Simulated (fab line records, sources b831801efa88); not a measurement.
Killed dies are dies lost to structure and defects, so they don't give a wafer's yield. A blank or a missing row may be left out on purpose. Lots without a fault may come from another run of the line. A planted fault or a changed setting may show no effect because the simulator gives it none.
Split-lot experiment | flow gf180mcu | 5 lots, 23 wafers read, on a route of 602 steps

THE SPLIT
At GF_STI_CVD_03 (deposits Si3N4 from DCS/NH3, target thk 207.16 nm, time 3551 s), the setting pressure_mtorr was moved away from the recipe's 250 mTorr on 15 of the 23 wafers read, by -14.0% to +11.4%. The other wafers ran this setting at the recipe's value.

The reading is taken at the split's own step.

THE READING
Si3N4_of_STI_CVD_03.thk_nm (the simulator's own value, which no gauge read), in nm, at GF_STI_CVD_03 (deposits Si3N4 from DCS/NH3, target thk 207.16 nm, time 3551 s). The file gives no usual value for it. The 8 wafers here that ran the recipe average 204.7 nm, standard deviation 2.3 nm.

wafer  | tool, chamber at the split | pressure_mtorr as run, mTorr | against the recipe | Si3N4_of_STI_CVD_03.thk_nm, nm | against lot-mates on the recipe
L074.1 | -, -                       | 215                          | -14.0%             | 199.4                          | no lot-mate on the recipe
L074.2 | -, -                       | 215                          | -14.0%             | 198.8                          | no lot-mate on the recipe
L074.3 | -, -                       | 215                          | -14.0%             | 199.7                          | no lot-mate on the recipe
L074.4 | -, -                       | 215                          | -14.0%             | 200.3                          | no lot-mate on the recipe
L074.5 | -, -                       | 215                          | -14.0%             | 198.7                          | no lot-mate on the recipe
L076.2 | lpcvd-01, 0                | 250                          | recipe             | 208.2                          | -
L076.3 | lpcvd-01, 0                | 250                          | recipe             | 207.4                          | -
L076.6 | lpcvd-01, 0                | 250                          | recipe             | 207.3                          | -
L077.1 | -, -                       | 224.1                        | -10.4%             | 197.7                          | no lot-mate on the recipe
L077.3 | -, -                       | 224.1                        | -10.4%             | 198.4                          | no lot-mate on the recipe
L077.4 | -, -                       | 224.1                        | -10.4%             | 198.7                          | no lot-mate on the recipe
L077.5 | -, -                       | 224.1                        | -10.4%             | 197.8                          | no lot-mate on the recipe
L077.6 | -, -                       | 224.1                        | -10.4%             | 199.2                          | no lot-mate on the recipe
L082.2 | -, -                       | 278.6                        | +11.4%             | 212.2                          | no lot-mate on the recipe
L082.3 | -, -                       | 278.6                        | +11.4%             | 209.5                          | no lot-mate on the recipe
L082.4 | -, -                       | 278.6                        | +11.4%             | 208.6                          | no lot-mate on the recipe
L082.5 | -, -                       | 278.6                        | +11.4%             | 210.5                          | no lot-mate on the recipe
L082.6 | -, -                       | 278.6                        | +11.4%             | 209.9                          | no lot-mate on the recipe
L084.1 | -, -                       | 250                          | recipe             | 202.4                          | -
L084.2 | -, -                       | 250                          | recipe             | 202.6                          | -
L084.3 | -, -                       | 250                          | recipe             | 204                            | -
L084.4 | -, -                       | 250                          | recipe             | 202.8                          | -
L084.5 | -, -                       | 250                          | recipe             | 203.1                          | -

THE FIT
A straight line over all 23 wafers: Si3N4_of_STI_CVD_03.thk_nm changes by +0.465 nm for each +1% of pressure_mtorr; r = +0.93; the points scatter about the line by 1.9 nm.
Too few moved wafers have a lot-mate on the recipe to fit a line with each lot's own level taken away.

THE FILE'S OWN FIT
Si3N4_of_STI_CVD_03.thk_nm changes by +0.464 nm for each +1% of pressure_mtorr, r = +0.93.
